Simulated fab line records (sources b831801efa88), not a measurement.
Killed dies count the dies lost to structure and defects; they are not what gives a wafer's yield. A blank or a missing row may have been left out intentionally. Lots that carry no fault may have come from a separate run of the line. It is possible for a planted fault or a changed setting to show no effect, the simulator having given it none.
fab line records	flow gf180mcu
[record] lots = 24	wafers = 72	last-day = 34
route steps=602 shown M1@318 V1@352 V2@407 MIM@505 V5@555 PASSIVATION@599
lots untouched by any fault: they come from a run of this same line in which no faults occurred
start-h: hours from the record's opening day to when the first of the lot's shown wafers began	wait-h: how many hours have passed since the lot's step before this one	" repeats the value in the row above	L1.1+2: a single row standing in for several wafers	- no value, or no start was given	* or withheld: withheld	< > ~ a bound
route shown NAME@n: names a module that has steps shown in the file, with the first one's number in the route	usual: average and standard deviation across the fault-free wafers	same: alike in all rows	chamber/n: place in a boat	sites: readings site by site	_std_site: standard deviation of those values	_edge_site: outer sites' mean less inner sites'	radius-mm: how far each site lies from the wafer's centre	mask NAME#n: copy n	behind: the most recent tool/chamber to have shaped the wafer	hold: the reason the lot was held/the length of the hold in hours/how it ended	device: the transistor (n, p or np) that didn't switch	end of line: tests run on the same wafers once the route is complete	a step without rows: its recipe alone	killed: at the first sort, the dies lost to defects and structure; wafer yield is something else	map: dies across one wafer; x = killed, . = not, _ = none there
set.NAME: the run value of the setting; set.NAME@STEP: its run value at that earlier step	model.NAME: the simulator's own value behind a step, which no gauge read
a sample of lots followed through the steps of the route, with each step as a table and each wafer as a row
services: when a tool's chamber went out of use (start-h, in hours from the record's first day, below 0 if earlier), for how many hours, and the reason
[[steps]]
[step GF_M1_SPUTTER_03]
[recipe] material = Ti	target-thk-nm = 10	substrate-temp-c = 300	chamber-pressure-pa = 0.3	power-w = 3000	time-s = 6.7
[usual] cathode-dc-power-W = 3000.0/0.56	throttle-valve-pct = 30.4/1.1
lot.wafer	tool	chamber	start-h	wait-h	cathode-dc-power-W	throttle-valve-pct
L074.2	pvd-sputter-03	-	363.72	0.0	2999.8	30.6
L074.3	"	-	"	"	2999.8	29.7
L074.5	"	-	"	"	2999.3	31.3
L075.2	pvd-sputter-03	-	373.86	0.0	2999.5	31.3
L075.3	"	-	"	"	3001.0	30.4
L075.6	"	-	"	"	2999.5	28.5
L076.1	pvd-sputter-02	-	382.21	0.0	3000.5	31.3
L076.3	"	-	"	"	3000.6	30.4
L076.5	"	-	"	"	3000.1	31.6
L078.1	pvd-sputter-03	-	397.32	0.0	2999.9	29.5
L078.3	"	-	"	"	2999.8	28.1
L078.6	"	-	"	"	3000.5	29.6
L077.1	pvd-sputter-02	-	400.61	0.0	2999.6	31.4
L077.2	"	-	"	"	3001.7	31.3
L077.6	"	-	"	"	2999.9	30.2
L079.3	pvd-sputter-04	-	402.36	0.0	2999.9	30.3
L079.4	"	-	"	"	3000.3	28.7
L079.6	"	-	"	"	2999.6	31.3
L080.1	pvd-sputter-04	-	416.64	0.0	2999.8	28.7
L080.2	"	-	"	"	2999.3	31.5
L080.6	"	-	"	"	2999.9	28.6
L081.1	pvd-sputter-04	-	423.77	0.0	3000.5	28.7
L081.3	"	-	"	"	2998.8	30.2
L081.4	"	-	"	"	2999.5	31.2
L082.2	pvd-sputter-02	-	436.99	0.0	3000.2	29.9
L082.4	"	-	"	"	3000.2	31.6
L082.6	"	-	"	"	3000.4	31.3
L083.3	pvd-sputter-03	-	443.94	0.0	2999.9	31.3
L083.5	"	-	"	"	3000.1	30.8
L083.6	"	-	"	"	3000.1	31.5
L084.1	pvd-sputter-03	-	451.46	0.0	3000.1	29.7
L084.2	"	-	"	"	3001.5	31.3
L084.6	"	-	"	"	2999.7	30.4
L085.3	pvd-sputter-04	-	466.61	0.0	2999.9	30.2
L085.5	"	-	"	"	2999.1	30.1
L085.6	"	-	"	"	2999.7	31.1
L086.2	pvd-sputter-04	-	473.18	0.0	2999.1	31.7
L086.5	"	-	"	"	2999.9	30.1
L086.6	"	-	"	"	3000.9	31.4
L087.1	pvd-sputter-03	-	490.82	0.0	3000.4	30.0
L087.4	"	-	"	"	3000.3	30.5
L087.6	"	-	"	"	3001.0	28.4
L088.2	pvd-sputter-02	-	491.66	0.0	2999.6	31.3
L088.4	"	-	"	"	2999.1	30.1
L088.5	"	-	"	"	3001.0	31.5
L089.1	pvd-sputter-03	-	498.32	0.0	2999.9	30.6
L089.2	"	-	"	"	3000.2	29.4
L089.4	"	-	"	"	2999.8	31.2
L090.3	pvd-sputter-02	-	504.82	0.0	3000.5	31.2
L090.4	"	-	"	"	3000.2	31.5
L090.6	"	-	"	"	2999.2	31.8
L091.1	pvd-sputter-04	-	514.25	0.0	3000.2	29.9
L091.2	"	-	"	"	2999.2	28.8
L091.3	"	-	"	"	2999.7	31.7
L092.2	pvd-sputter-03	-	519.47	0.0	3000.1	28.5
L092.4	"	-	"	"	3000.6	30.9
L092.6	"	-	"	"	2998.6	29.6
L093.2	pvd-sputter-03	-	526.49	0.0	2999.4	28.4
L093.5	"	-	"	"	3000.4	29.7
L093.6	"	-	"	"	2999.8	28.7
L094.1	pvd-sputter-03	-	538.06	0.0	2998.3	31.3
L094.5	"	-	"	"	3000.1	29.4
L094.6	"	-	"	"	3000.1	28.5
L095.1	pvd-sputter-04	-	545.90	0.0	3000.8	28.9
L095.2	"	-	"	"	3000.1	29.8
L095.4	"	-	"	"	3001.1	31.9
L096.1	pvd-sputter-02	-	554.92	0.0	2999.9	31.8
L096.3	"	-	"	"	2999.6	32.1
L096.6	"	-	"	"	3000.0	30.4
L097.2	pvd-sputter-03	-	563.92	0.0	3000.3	31.3
L097.3	"	-	"	"	3000.4	28.5
L097.4	"	-	"	"	2999.5	29.5
[step GF_V1_ETCH_17]
[recipe] chemistry = C4F8/O2/Ar	mask-material = KrF	target = SiO2	stop-on = TiN	source-w = 1500	bias-w = 1200	pressure-mtorr = 40	c4f8-flow-sccm = withheld	O2_flow_sccm = 6	Ar_flow_sccm = 300	time-s = withheld	target-depth-a = 6300
[usual] oes-product-au = 0.856/0.0043
lot.wafer	tool	chamber	start-h	wait-h	oes-product-au
L074.2	rie-diel-03	2	-	-	0.853
L074.3	"	0	"	"	0.852
L074.5	"	2	"	"	0.861
L075.2	rie-diel-02	3	-	-	0.864
L075.3	"	2	"	"	0.854
L075.6	"	3	"	"	0.857
L076.1	rie-diel-01	1	-	-	0.852
L076.3	"	2	"	"	0.850
L076.5	"	0	"	"	0.855
L078.1	rie-diel-02	2	-	-	0.856
L078.3	"	3	"	"	0.861
L078.6	"	0	"	"	0.858
L077.1	rie-diel-01	0	-	-	0.857
L077.2	"	2	"	"	0.854
L077.6	"	1	"	"	0.860
L079.3	rie-diel-02	2	-	-	0.861
L079.4	"	0	"	"	0.855
L079.6	"	2	"	"	0.855
L080.1	rie-diel-03	0	-	-	0.856
L080.2	"	2	"	"	0.863
L080.6	"	3	"	"	0.855
L081.1	rie-diel-03	0	-	-	0.854
L081.3	"	3	"	"	0.858
L081.4	"	1	"	"	0.854
L082.2	rie-diel-03	3	-	-	0.859
L082.4	"	2	"	"	0.858
L082.6	"	0	"	"	0.852
L083.3	rie-diel-01	2	-	-	0.849
L083.5	"	1	"	"	0.854
L083.6	"	0	"	"	0.855
L084.1	rie-diel-02	3	-	-	0.850
L084.2	"	2	"	"	0.856
L084.6	"	3	"	"	0.860
L085.3	rie-diel-02	1	-	-	0.855
L085.5	"	3	"	"	0.859
L085.6	"	0	"	"	0.846
L086.2	rie-diel-01	1	-	-	0.859
L086.5	"	0	"	"	0.857
L086.6	"	3	"	"	0.852
L087.1	rie-diel-01	1	-	-	0.857
L087.4	"	0	"	"	0.850
L087.6	"	1	"	"	0.848
L088.2	rie-diel-03	2	-	-	0.852
L088.4	"	0	"	"	0.853
L088.5	"	2	"	"	0.853
L089.1	rie-diel-03	1	-	-	0.849
L089.2	"	2	"	"	0.856
L089.4	"	0	"	"	0.857
L090.3	rie-diel-02	1	-	-	0.849
L090.4	"	3	"	"	0.855
L090.6	"	2	"	"	0.856
L091.1	rie-diel-01	2	-	-	0.855
L091.2	"	1	"	"	0.861
L091.3	"	3	"	"	0.861
L092.2	rie-diel-02	3	-	-	0.855
L092.4	"	1	"	"	0.854
L092.6	"	1	"	"	0.851
L093.2	rie-diel-01	3	-	-	0.860
L093.5	"	0	"	"	0.853
L093.6	"	1	"	"	0.862
L094.1	rie-diel-02	2	-	-	0.860
L094.5	"	2	"	"	0.849
L094.6	"	3	"	"	0.858
L095.1	rie-diel-01	1	-	-	0.851
L095.2	"	3	"	"	0.853
L095.4	"	2	"	"	0.852
L096.1	rie-diel-02	2	-	-	0.854
L096.3	"	0	"	"	0.852
L096.6	"	2	"	"	0.861
L097.2	rie-diel-02	1	-	-	0.860
L097.3	"	2	"	"	0.855
L097.4	"	0	"	"	0.849
[step GF_V2_THK_MEAS_25]
[recipe] thk-meas-gauge = xrf	reads = W_of_V2_CVD_23
[usual] V2_W_THK = 345/4.5
lot.wafer	tool	chamber	start-h	wait-h	V2_W_THK[nm]
L074.2	film-metro-03	-	464.02	0.1	351
L074.3	"	-	"	"	342
L074.5	"	-	"	"	341
L075.2	film-metro-02	-	475.36	0.1	338
L075.3	"	-	"	"	340
L075.6	"	-	"	"	341
L076.1	film-metro-03	-	484.10	0.1	340
L076.3	"	-	"	"	342
L076.5	"	-	"	"	350
L078.1	film-metro-04	-	499.50	0.1	345
L078.3	"	-	"	"	345
L078.6	"	-	"	"	348
L077.1	film-metro-03	-	501.86	0.1	342
L077.2	"	-	"	"	345
L077.6	"	-	"	"	342
L079.3	film-metro-04	-	502.92	0.1	345
L079.4	"	-	"	"	347
L079.6	"	-	"	"	349
L080.1	film-metro-04	-	518.81	0.1	345
L080.2	"	-	"	"	348
L080.6	"	-	"	"	347
L081.1	film-metro-03	-	525.04	0.1	335
L081.3	"	-	"	"	341
L081.4	"	-	"	"	344
L082.2	film-metro-04	-	537.68	0.1	338
L082.4	"	-	"	"	342
L082.6	"	-	"	"	342
L083.3	film-metro-02	-	544.72	0.1	348
L083.5	"	-	"	"	350
L083.6	"	-	"	"	351
L084.1	film-metro-04	-	550.93	0.1	339
L084.2	"	-	"	"	337
L084.6	"	-	"	"	338
L085.3	film-metro-04	-	564.89	0.1	349
L085.5	"	-	"	"	356
L085.6	"	-	"	"	353
L086.2	film-metro-04	-	571.86	0.1	350
L086.5	"	-	"	"	342
L086.6	"	-	"	"	350
L087.1	film-metro-04	-	586.34	0.1	345
L087.4	"	-	"	"	349
L087.6	"	-	"	"	346
L088.2	film-metro-04	-	588.45	0.1	352
L088.4	"	-	"	"	348
L088.5	"	-	"	"	353
L089.1	film-metro-02	-	593.51	0.1	342
L089.2	"	-	"	"	347
L089.4	"	-	"	"	337
L090.3	film-metro-04	-	599.28	0.1	341
L090.4	"	-	"	"	346
L090.6	"	-	"	"	347
L091.1	film-metro-02	-	606.03	0.1	352
L091.2	"	-	"	"	353
L091.3	"	-	"	"	352
L092.2	film-metro-03	-	612.87	0.1	344
L092.4	"	-	"	"	347
L092.6	"	-	"	"	349
L093.2	film-metro-03	-	618.54	0.1	341
L093.5	"	-	"	"	343
L093.6	"	-	"	"	343
L094.1	film-metro-02	-	627.28	0.1	339
L094.5	"	-	"	"	340
L094.6	"	-	"	"	345
L095.1	film-metro-03	-	636.97	0.1	348
L095.2	"	-	"	"	341
L095.4	"	-	"	"	344
L096.1	film-metro-04	-	644.13	0.1	342
L096.3	"	-	"	"	342
L096.6	"	-	"	"	344
L097.2	film-metro-02	-	653.18	0.1	348
L097.3	"	-	"	"	349
L097.4	"	-	"	"	350
[step GF_MIM_SPUTTER_02]
[recipe] material = AlCu	target-thk-nm = 450	power-w = 10600	time-s = 23.9	chamber-pressure-pa = 0.4
[usual] cathode-dc-power-W = 10600/2	throttle-valve-pct = 30.5/1.1
lot.wafer	tool	chamber	start-h	wait-h	cathode-dc-power-W	throttle-valve-pct
L074.2	pvd-sputter-04	-	562.80	0.0	10602	31.6
L074.3	"	-	"	"	10598	31.5
L074.5	"	-	"	"	10602	31.8
L075.2	pvd-sputter-03	-	574.09	0.0	10600	30.6
L075.3	"	-	"	"	10601	28.5
L075.6	"	-	"	"	10600	31.3
L076.1	pvd-sputter-04	-	581.29	0.0	10597	28.8
L076.3	"	-	"	"	10601	31.7
L076.5	"	-	"	"	10598	31.4
L078.1	pvd-sputter-04	-	595.40	0.0	10600	31.5
L078.3	"	-	"	"	10598	29.9
L078.6	"	-	"	"	10598	30.3
L077.1	pvd-sputter-04	-	597.39	0.0	10599	30.1
L077.2	"	-	"	"	10605	31.4
L077.6	"	-	"	"	10600	31.5
L079.3	pvd-sputter-04	-	598.51	0.0	10600	31.4
L079.4	"	-	"	"	10599	31.6
L079.6	"	-	"	"	10605	31.4
L080.1	pvd-sputter-02	-	612.91	0.0	10601	31.6
L080.2	"	-	"	"	10604	30.3
L080.6	"	-	"	"	10599	30.4
L081.1	pvd-sputter-04	-	619.29	0.0	10596	31.8
L081.3	"	-	"	"	10602	28.8
L081.4	"	-	"	"	10599	30.0
L082.2	pvd-sputter-04	-	630.36	0.0	10601	28.7
L082.4	"	-	"	"	10599	31.6
L082.6	"	-	"	"	10600	31.6
L083.3	pvd-sputter-02	-	637.15	0.0	10600	31.9
L083.5	"	-	"	"	10601	30.0
L083.6	"	-	"	"	10601	31.1
L084.1	pvd-sputter-02	-	642.78	0.0	10602	30.4
L084.2	"	-	"	"	10600	31.7
L084.6	"	-	"	"	10602	31.2
L085.3	pvd-sputter-02	-	654.99	0.0	10601	31.0
L085.5	"	-	"	"	10601	31.7
L085.6	"	-	"	"	10601	30.6
L086.2	pvd-sputter-04	-	660.50	0.0	10599	31.7
L086.5	"	-	"	"	10601	28.8
L086.6	"	-	"	"	10598	31.4
L087.1	pvd-sputter-04	-	674.00	0.0	10600	31.4
L087.4	"	-	"	"	10599	30.0
L087.6	"	-	"	"	10600	30.0
L088.2	pvd-sputter-03	-	677.16	0.0	10601	30.6
L088.4	"	-	"	"	10600	28.4
L088.5	"	-	"	"	10601	29.3
L089.1	pvd-sputter-03	-	680.80	0.0	10601	28.4
L089.2	"	-	"	"	10602	29.6
L089.4	"	-	"	"	10602	30.5
L090.3	pvd-sputter-03	-	686.54	0.0	10601	29.6
L090.4	"	-	"	"	10600	30.8
L090.6	"	-	"	"	10603	29.5
L091.1	pvd-sputter-04	-	691.80	0.0	10602	31.7
L091.2	"	-	"	"	10601	30.1
L091.3	"	-	"	"	10601	31.3
L092.2	pvd-sputter-04	-	698.30	0.0	10602	30.3
L092.4	"	-	"	"	10597	28.9
L092.6	"	-	"	"	10599	28.8
L093.2	pvd-sputter-02	-	703.95	0.0	10600	31.2
L093.5	"	-	"	"	10595	30.3
L093.6	"	-	"	"	10601	31.9
L094.1	pvd-sputter-03	-	711.17	0.0	10602	29.6
L094.5	"	-	"	"	10600	29.4
L094.6	"	-	"	"	10600	28.5
L095.1	pvd-sputter-04	-	719.88	0.0	10601	31.5
L095.2	"	-	"	"	10601	28.9
L095.4	"	-	"	"	10598	29.8
L096.1	pvd-sputter-03	-	725.84	0.0	10598	29.6
L096.3	"	-	"	"	10600	28.7
L096.6	"	-	"	"	10599	28.6
L097.2	pvd-sputter-04	-	734.20	0.0	10602	30.1
L097.3	"	-	"	"	10605	31.5
L097.4	"	-	"	"	10599	31.4
[step GF_V5_OVL_MEAS_15]
[usual] V5_OVL = -1/5.2
lot.wafer	tool	chamber	start-h	wait-h	V5_OVL[nm]
L074.2	overlay-02	-	627.17	0.1	-8
L074.3	"	-	"	"	-7
L074.5	"	-	"	"	-7
L075.2	overlay-02	-	638.82	0.1	-5
L075.3	"	-	"	"	7
L075.6	"	-	"	"	-5
L076.1	overlay-02	-	644.68	0.1	-8
L076.3	"	-	"	"	-2
L076.5	"	-	"	"	-2
L078.1	overlay-02	-	657.98	0.1	0
L078.3	"	-	"	"	3
L078.6	"	-	"	"	1
L077.1	overlay-01	-	660.58	0.1	0
L077.2	"	-	"	"	3
L077.6	"	-	"	"	7
L079.3	overlay-02	-	661.43	0.1	-5
L079.4	"	-	"	"	3
L079.6	"	-	"	"	-5
L080.1	overlay-02	-	675.40	0.1	6
L080.2	"	-	"	"	4
L080.6	"	-	"	"	9
L081.1	overlay-01	-	679.82	0.1	-6
L081.3	"	-	"	"	-1
L081.4	"	-	"	"	-2
L082.2	overlay-02	-	690.93	0.1	-7
L082.4	"	-	"	"	0
L082.6	"	-	"	"	-2
L083.3	overlay-02	-	698.20	0.1	-14
L083.5	"	-	"	"	-11
L083.6	"	-	"	"	-5
L084.1	overlay-02	-	702.35	0.1	-4
L084.2	"	-	"	"	-2
L084.6	"	-	"	"	-2
L085.3	overlay-01	-	713.13	0.1	6
L085.5	"	-	"	"	9
L085.6	"	-	"	"	0
L086.2	overlay-01	-	718.43	0.1	9
L086.5	"	-	"	"	6
L086.6	"	-	"	"	2
L087.1	overlay-02	-	731.83	0.1	-2
L087.4	"	-	"	"	-9
L087.6	"	-	"	"	-3
L088.2	overlay-02	-	734.02	0.1	3
L088.4	"	-	"	"	6
L088.5	"	-	"	"	2
L089.1	overlay-01	-	738.00	0.1	3
L089.2	"	-	"	"	7
L089.4	"	-	"	"	-3
L090.3	overlay-02	-	741.33	0.1	2
L090.4	"	-	"	"	5
L090.6	"	-	"	"	1
L091.1	overlay-01	-	747.13	0.1	-9
L091.2	"	-	"	"	3
L091.3	"	-	"	"	-1
L092.2	overlay-01	-	753.45	0.1	0
L092.4	"	-	"	"	1
L092.6	"	-	"	"	11
L093.2	overlay-01	-	759.12	0.1	5
L093.5	"	-	"	"	-4
L093.6	"	-	"	"	4
L094.1	overlay-02	-	764.17	0.1	5
L094.5	"	-	"	"	10
L094.6	"	-	"	"	7
L095.1	overlay-02	-	773.13	0.1	5
L095.2	"	-	"	"	3
L095.4	"	-	"	"	2
L096.1	overlay-01	-	778.62	0.1	-5
L096.3	"	-	"	"	-2
L096.6	"	-	"	"	-6
L097.2	overlay-02	-	785.43	0.1	-4
L097.3	"	-	"	"	-2
L097.4	"	-	"	"	5
[step GF_PASSIVATION_STRIP_12]
[recipe] chemistry = O2/N2	power-w = 1400	pressure-mtorr = 1500	platen-temp-c = 250	o2-flow-sccm = 3000	n2-flow-sccm = 300	overash-fraction = 0.5
[usual] drypump-motor-current-A = 5.5/0.36	heater-power-w = 335/20	o2-flow-sccm = 3001/9	oes-product-au = 0.719/0.0045	strip-time-to-endpoint-s = 35.0/0.31
lot.wafer	tool	chamber	start-h	wait-h	drypump-motor-current-A	heater-power-w	o2-flow-sccm	oes-product-au	rf-hours-counter-h	strip-time-to-endpoint-s
L074.2	plasma-asher-01	1	669.87	0.1	5.1	366	3000	0.716	26	35.3
L074.3	"	0	"	"	5.2	342	3004	0.714	-	35.4
L074.5	"	1	"	"	5.1	362	3014	0.721	-	35.3
L075.2	plasma-asher-02	1	680.32	0.1	6.0	305	2994	0.721	61	35.2
L075.3	"	1	"	"	6.0	313	2987	0.723	-	35.0
L075.6	"	0	"	"	5.4	321	2992	0.713	-	34.5
L076.1	plasma-asher-01	0	685.85	0.1	5.2	333	2992	0.718	28	35.3
L076.3	"	1	"	"	5.1	370	2998	0.712	-	34.6
L076.5	"	1	"	"	5.1	372	2983	0.717	-	34.6
L078.1	plasma-asher-02	0	698.86	0.1	5.4	323	2996	0.724	63	35.2
L078.3	"	1	"	"	6.0	310	3004	0.718	-	35.5
L078.6	"	0	"	"	5.4	311	3013	0.724	-	35.3
L077.1	plasma-asher-01	1	702.90	0.1	5.1	370	3008	0.721	30	34.9
L077.2	"	0	"	"	5.2	335	3013	0.725	30	34.6
L077.6	"	1	"	"	5.1	366	3001	0.722	-	34.9
L079.3	plasma-asher-02	1	703.45	0.2	6.0	323	3015	0.724	-	34.7
L079.4	"	0	"	"	5.4	321	3015	0.712	-	35.1
L079.6	"	0	"	"	5.4	317	3011	0.721	-	35.1
L080.1	plasma-asher-02	1	714.40	0.1	6.0	314	2998	0.716	64	34.9
L080.2	"	0	"	"	5.4	325	3001	0.716	64	35.0
L080.6	"	0	"	"	5.4	314	3013	0.723	-	34.5
L081.1	plasma-asher-01	1	720.42	0.1	5.1	365	2996	0.718	32	35.0
L081.3	"	0	"	"	5.2	331	3012	0.720	-	35.0
L081.4	"	1	"	"	5.1	358	2991	0.722	-	34.7
L082.2	plasma-asher-02	1	731.00	0.1	6.1	326	3010	0.730	66	34.4
L082.4	"	1	"	"	6.0	316	3000	0.718	-	35.2
L082.6	"	1	"	"	6.0	316	3009	0.721	-	35.1
L083.3	plasma-asher-03	1	736.59	0.2	5.5	336	2990	0.723	-	35.1
L083.5	"	0	"	"	6.1	325	2987	0.724	-	35.5
L083.6	"	1	"	"	5.5	338	3001	0.724	-	35.4
L084.1	plasma-asher-01	1	740.65	0.1	5.1	370	3000	0.716	34	34.9
L084.2	"	0	"	"	5.2	335	2993	0.710	34	35.2
L084.6	"	1	"	"	5.1	366	3003	0.713	-	34.7
L085.3	plasma-asher-03	1	750.20	0.2	5.5	340	2995	0.721	-	35.2
L085.5	"	1	"	"	5.5	337	2998	0.716	-	35.2
L085.6	"	0	"	"	6.1	329	3002	0.723	-	34.9
L086.2	plasma-asher-02	0	756.00	0.1	5.4	318	2989	0.716	69	35.5
L086.5	"	0	"	"	5.5	319	3013	0.722	-	35.0
L086.6	"	1	"	"	6.0	315	3015	0.720	-	35.3
L087.1	plasma-asher-01	1	767.91	0.1	5.1	375	3008	0.710	37	35.0
L087.4	"	0	"	"	5.2	351	3006	0.727	-	35.2
L087.6	"	1	"	"	5.1	369	3013	0.719	-	35.4
L088.2	plasma-asher-02	1	769.47	0.1	6.0	309	3014	0.719	70	34.8
L088.4	"	0	"	"	5.5	318	2993	0.704	-	35.0
L088.5	"	1	"	"	6.0	325	3012	0.722	-	34.9
L089.1	plasma-asher-02	0	776.69	0.1	5.4	319	3009	0.717	71	34.7
L089.2	"	1	"	"	6.0	316	3001	0.714	71	34.5
L089.4	"	1	"	"	6.1	306	3004	0.714	-	35.4
L090.3	plasma-asher-01	1	776.75	0.2	5.1	376	2998	0.718	-	35.1
L090.4	"	0	"	"	5.2	341	2996	0.715	-	35.4
L090.6	"	0	"	"	5.2	336	3004	0.723	-	35.1
L091.1	plasma-asher-01	0	782.42	0.1	5.2	337	2988	0.724	39	35.0
L091.2	"	1	"	"	5.1	381	2992	0.716	39	35.3
L091.3	"	0	"	"	5.2	335	2999	0.716	-	35.4
L092.2	plasma-asher-02	0	793.07	0.1	5.4	320	2998	0.712	73	35.2
L092.4	"	0	"	"	5.4	329	2996	0.716	-	34.2
L092.6	"	1	"	"	6.0	314	3010	0.714	-	35.0
L093.2	plasma-asher-01	1	793.51	0.1	5.1	372	2991	0.719	41	34.6
L093.5	"	1	"	"	5.1	371	2987	0.712	-	34.6
L093.6	"	0	"	"	5.2	335	3001	0.725	-	35.3
L094.1	plasma-asher-01	1	797.64	0.1	5.1	361	3009	0.709	42	35.3
L094.5	"	1	"	"	5.1	369	2999	0.720	-	34.9
L094.6	"	0	"	"	5.2	339	3010	0.725	-	35.0
L095.1	plasma-asher-02	0	806.56	0.1	5.4	323	3004	0.710	75	34.4
L095.2	"	1	"	"	6.0	318	2989	0.718	75	35.1
L095.4	"	1	"	"	6.0	320	2995	0.726	-	34.5
L096.1	plasma-asher-01	1	811.72	0.1	5.1	358	2988	0.723	44	35.2
L096.3	"	1	"	"	5.1	369	2991	0.720	-	34.7
L096.6	"	0	"	"	5.2	343	3001	0.722	-	34.6
L097.2	plasma-asher-02	0	817.99	0.1	5.4	322	3011	0.720	76	34.5
L097.3	"	1	"	"	6.0	306	2984	0.721	-	34.4
L097.4	"	0	"	"	5.5	331	3001	0.721	-	34.3
[[services]]
tool	chamber	start-h	hours	kind
rie-diel-02	2	345.88	7.7	repair
plasma-asher-01	-	360.61	4.0	pm
rie-diel-02	-	372.44	2.8	pm
pvd-sputter-03	-	383.88	1.1	repair
pvd-sputter-03	-	384.27	7.1	repair
rie-diel-02	1	408.50	33.0	repair
plasma-asher-01	-	421.25	9.0	pm
pvd-sputter-04	-	435.68	4.3	repair
rie-diel-02	0	459.28	1.5	repair
pvd-sputter-02	-	507.08	2.2	repair
plasma-asher-02	-	540.48	2.8	pm
pvd-sputter-04	-	546.64	8.8	repair
pvd-sputter-03	-	566.60	1.1	repair
pvd-sputter-03	-	609.95	7.4	repair
pvd-sputter-03	-	614.79	6.3	repair
pvd-sputter-02	-	649.45	1.7	repair
plasma-asher-02	-	654.20	14.6	pm
pvd-sputter-03	-	659.16	2.1	repair
plasma-asher-01	-	670.94	2.8	pm
pvd-sputter-02	-	673.94	5.4	repair
pvd-sputter-03	-	696.49	2.0	repair
pvd-sputter-04	-	713.63	0.9	repair
plasma-asher-02	-	781.75	2.0	repair
pvd-sputter-03	-	803.64	9.4	repair
[[key]]
fault none
